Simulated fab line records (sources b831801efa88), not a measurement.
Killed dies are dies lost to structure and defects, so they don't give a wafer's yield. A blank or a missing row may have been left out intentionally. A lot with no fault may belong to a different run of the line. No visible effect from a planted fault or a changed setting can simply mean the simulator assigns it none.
Which tool was responsible? :: flow sky130 :: Sampling: 13 lots, 39 wafers, 4 of 708 route steps

== WHAT THE GAUGES READ, wafer by wafer ==
SKY_METAL1_THK_MEAS_06: measures by xrf.
lot: L985
measured: day 31 08:54
on: film metro-01
METAL1_ALCU_THK (nm): 250 250 247

lot: L987
measured: day 33 11:07
on: film metro-02
METAL1_ALCU_THK (nm): 254 255 256

lot: L989
measured: day 33 12:36
on: film metro-01
METAL1_ALCU_THK (nm): 250 247 251

lot: L988
measured: day 33 13:49
on: film metro-01
METAL1_ALCU_THK (nm): 259 259 257

lot: L992
measured: day 34 08:26
on: film metro-01
METAL1_ALCU_THK (nm): 247 251 252

lot: L996
measured: day 35 00:43
on: film metro-04
METAL1_ALCU_THK (nm): 250 255 256

lot: L101
measured: day 36 14:24
on: film metro-01
METAL1_ALCU_THK (nm): 251 251 252

lot: L102
measured: day 36 18:41
on: film metro-02
METAL1_ALCU_THK (nm): 248 248 251

lot: L103
measured: day 37 07:39
on: film metro-01
METAL1_ALCU_THK (nm): 255 260 252

lot: L105
measured: day 37 18:47
on: film metro-01
METAL1_ALCU_THK (nm): 255 252 254

lot: L106
measured: day 37 23:14
on: film metro-01
METAL1_ALCU_THK (nm): 249 249 249

lot: L107
measured: day 38 13:49
on: film metro-01
METAL1_ALCU_THK (nm): 245 248 247

lot: L108
measured: day 38 14:24
on: film metro-01
METAL1_ALCU_THK (nm): 252 252 256

SKY_VIA1_OVL_MEAS_13.
lot: L985
measured: day 33 14:32
on: overlay-01
VIA1_OVL (nm): 10 -3 5

lot: L987
measured: day 35 18:40
on: overlay-02
VIA1_OVL (nm): -5 2 3

lot: L989
measured: day 35 19:01
on: overlay-02
VIA1_OVL (nm): 10 0 2

lot: L988
measured: day 35 20:31
on: overlay-01
VIA1_OVL (nm): -6 -6 -8

lot: L992
measured: day 36 14:51
on: overlay-02
VIA1_OVL (nm): 5 2 -1

lot: L996
measured: day 37 06:20
on: overlay-02
VIA1_OVL (nm): 0 6 0

lot: L101
measured: day 38 19:49
on: overlay-01
VIA1_OVL (nm): -6 3 6

lot: L102
measured: day 39 00:05
on: overlay-01
VIA1_OVL (nm): 4 4 0

lot: L103
measured: day 39 12:04
on: overlay-01
VIA1_OVL (nm): 9 3 9

lot: L105
measured: day 39 23:16
on: overlay-02
VIA1_OVL (nm): 3 -1 -1

lot: L106
measured: day 40 02:37
on: overlay-01
VIA1_OVL (nm): 4 10 6

lot: L107
measured: day 40 15:55
on: overlay-01
VIA1_OVL (nm): 2 1 5

lot: L108
measured: day 40 17:17
on: overlay-01
VIA1_OVL (nm): 3 -1 -3

== EACH LOT AND THE TOOL THAT RAN IT (in order: tool; ch and the chambers of the sampled wafers; start) ==
lot: L985
SKY_METAL1_SPUTTER_04: pvd sputter-01, day 31 08:43
SKY_VIA1_SOFTBAKE_08: litho track-04 ch 0, day 33 01:00

lot: L987
SKY_METAL1_SPUTTER_04: pvd sputter-04, day 33 10:57
SKY_VIA1_SOFTBAKE_08: litho track-01 ch 0, day 35 05:00

lot: L989
SKY_METAL1_SPUTTER_04: pvd sputter-03, day 33 12:26
SKY_VIA1_SOFTBAKE_08: litho track-01 ch 0, day 35 06:00

lot: L988
SKY_METAL1_SPUTTER_04: pvd sputter-01, day 33 13:38
SKY_VIA1_SOFTBAKE_08: litho track-03 ch 0, day 35 07:00

lot: L992
SKY_METAL1_SPUTTER_04: pvd sputter-04, day 34 08:15
SKY_VIA1_SOFTBAKE_08: litho track-03 ch 0, day 36 01:00

lot: L996
SKY_METAL1_SPUTTER_04: pvd sputter-04, day 35 00:31
SKY_VIA1_SOFTBAKE_08: litho track-03 ch 0, day 36 16:00

lot: L101
SKY_METAL1_SPUTTER_04: pvd sputter-04, day 36 14:13
SKY_VIA1_SOFTBAKE_08: litho track-04 ch 0, day 38 07:00

lot: L102
SKY_METAL1_SPUTTER_04: pvd sputter-03, day 36 18:29
SKY_VIA1_SOFTBAKE_08: litho track-04 ch 0, day 38 12:00

lot: L103
SKY_METAL1_SPUTTER_04: pvd sputter-03, day 37 07:28
SKY_VIA1_SOFTBAKE_08: litho track-04 ch 0, day 38 23:00

lot: L105
SKY_METAL1_SPUTTER_04: pvd sputter-01, day 37 18:37
SKY_VIA1_SOFTBAKE_08: litho track-04 ch 0, day 39 11:00

lot: L106
SKY_METAL1_SPUTTER_04: pvd sputter-01, day 37 23:04
SKY_VIA1_SOFTBAKE_08: litho track-03 ch 0, day 39 14:00

lot: L107
SKY_METAL1_SPUTTER_04: pvd sputter-04, day 38 13:38
SKY_VIA1_SOFTBAKE_08: litho track-01 ch 0, day 40 03:00

lot: L108
SKY_METAL1_SPUTTER_04: pvd sputter-03, day 38 14:14
SKY_VIA1_SOFTBAKE_08: litho track-03 ch 0, day 40 04:00
- SKY_METAL1_SPUTTER_04: material TiN, target thk 70 nm, time 58.3 s.
- SKY_VIA1_SOFTBAKE_08: time 90 s.

== WHAT THE TOOLS THEMSELVES READ (means of the sampled wafers that have a number; where no wafer has one, the mark that the record gives instead) ==
SKY_METAL1_SPUTTER_04.
lot: L985
tool: pvd sputter-01
throttle valve pct (%): 29.5

lot: L987
tool: pvd sputter-04
throttle valve pct (%): 29.6

lot: L989
tool: pvd sputter-03
throttle valve pct (%): 29.6

lot: L988
tool: pvd sputter-01
throttle valve pct (%): 31.5

lot: L992
tool: pvd sputter-04
throttle valve pct (%): 29.0

lot: L996
tool: pvd sputter-04
throttle valve pct (%): 28.9

lot: L101
tool: pvd sputter-04
throttle valve pct (%): 29.1

lot: L102
tool: pvd sputter-03
throttle valve pct (%): 30.2

lot: L103
tool: pvd sputter-03
throttle valve pct (%): 30.1

lot: L105
tool: pvd sputter-01
throttle valve pct (%): 31.0

lot: L106
tool: pvd sputter-01
throttle valve pct (%): 30.5

lot: L107
tool: pvd sputter-04
throttle valve pct (%): 28.8

lot: L108
tool: pvd sputter-03
throttle valve pct (%): 29.8

SKY_VIA1_SOFTBAKE_08.
lot: L985
tool: litho track-04
heater power total W (W): 57.33
run length s (s): 118.87

lot: L987
tool: litho track-01
heater power total W (W): 57.35
run length s (s): 119.14

lot: L989
tool: litho track-01
heater power total W (W): 57.38
run length s (s): 119.10

lot: L988
tool: litho track-03
heater power total W (W): 57.33
run length s (s): 119.32

lot: L992
tool: litho track-03
heater power total W (W): 61.04
run length s (s): 104.41

lot: L996
tool: litho track-03
heater power total W (W): 61.00
run length s (s): 104.45

lot: L101
tool: litho track-04
heater power total W (W): 57.36
run length s (s): 118.80

lot: L102
tool: litho track-04
heater power total W (W): 57.32
run length s (s): 118.87

lot: L103
tool: litho track-04
heater power total W (W): 57.33
run length s (s): 118.96

lot: L105
tool: litho track-04
heater power total W (W): 57.39
run length s (s): 118.84

lot: L106
tool: litho track-03
heater power total W (W): 57.39
run length s (s): 119.26

lot: L107
tool: litho track-01
heater power total W (W): 57.38
run length s (s): 119.15

lot: L108
tool: litho track-03
heater power total W (W): 57.25
run length s (s): 119.33

== THE ANSWER, worked out from the rows above alone ==
Rule: the usual values come from the lots themselves. The widest of any qualifying gaps counts: lots, ordered by their means at a reading, are off when they make up no more than a third of the lots, leave a main group of 4 or more, and stand apart from it by 3 or more times the standard deviation of that group's means. If all means in a main group match to the digits the tables above print for the reading, that group is not used. A lot without any number at a reading at which 4 lots or more have one is off too. All remaining lots with rows at the step are treated as sound. After the gauges, taken in route order, come the tools' own readings; for these a lot's mean is taken, as printed above. The first step at which some lot is off is used, and at that step the reading that is off furthest; a lot without a number counts as furthest.
Off at SKY_VIA1_SOFTBAKE_08 (heater power total W): L992, L996. The main group has a mean of 57.35 W with a standard deviation of 0.039.
A tool fits if, at that step or a process step before it, it ran every lot that is off, and no sound lot after the first of them. None of those tried fits.

== WHAT THE SIMULATOR PUT IN ==
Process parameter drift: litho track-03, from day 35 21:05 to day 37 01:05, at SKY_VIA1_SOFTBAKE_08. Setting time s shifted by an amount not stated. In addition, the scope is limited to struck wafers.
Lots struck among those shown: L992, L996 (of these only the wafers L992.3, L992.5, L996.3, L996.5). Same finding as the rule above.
